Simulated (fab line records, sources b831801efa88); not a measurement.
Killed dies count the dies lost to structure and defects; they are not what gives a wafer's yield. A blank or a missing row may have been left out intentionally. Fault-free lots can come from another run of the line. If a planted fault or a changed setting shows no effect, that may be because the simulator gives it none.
Chamber matching ; flow gf180mcu ; cmp-02 running GF_V1_CMP_26: 4 sister chambers
The step polishes, stops on SiO2, t overpolish 15 s, target thk 0 nm. 7 wafers are shown with their chamber, then 7 later ones without.

== WAFERS, EACH WITH ITS CHAMBER ==
wafer;chamber;motor current A (A);edge zone pressure frac
L853.4;3;11.5;1.000
L865.5;0;8.0;1.003
L865.6;3;11.9;1.004
L867.5;1;11.9;0.989
L867.6;2;9.3;1.005
L868.3;2;9.7;1.004
L868.5;0;7.7;1.001

== WAFERS WITHOUT THEIR CHAMBER ==
wafer;motor current A (A);edge zone pressure frac
L868.6;10.8;1.002
L870.3;11.4;1.002
L870.5;12.4;1.004
L870.6;8.0;1.005
L871.1;11.6;0.998
L871.3;9.7;0.997
L871.4;7.6;0.995

== WHICH CHAMBER EACH WENT THROUGH ==
wafer;from the rows above;in truth
L868.6;can't be placed: 3 or 2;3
L870.3;3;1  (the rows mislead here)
L870.5;3;3
L870.6;0;0
L871.1;3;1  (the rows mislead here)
L871.3;2;2
L871.4;0;0
4 of 7 placed correctly. Can't be placed from these rows: 1 (the true chamber is among the candidates in 1). 2 placed wrongly.
How it was worked out, from the rows above alone: a wafer's distance from a chamber is the root of the sum, over the readings, of the square of ((its reading less the chamber's mean) divided by the reading's scatter). The wafer belongs to the nearest chamber; if the next one is less than 2 further off, it can't be placed. A chamber's mean is the mean of its shown wafers. The scatter: take each reading less its chamber's mean, square it, sum over the shown wafers, divide by the number of wafers less the number of chambers, and take the root.
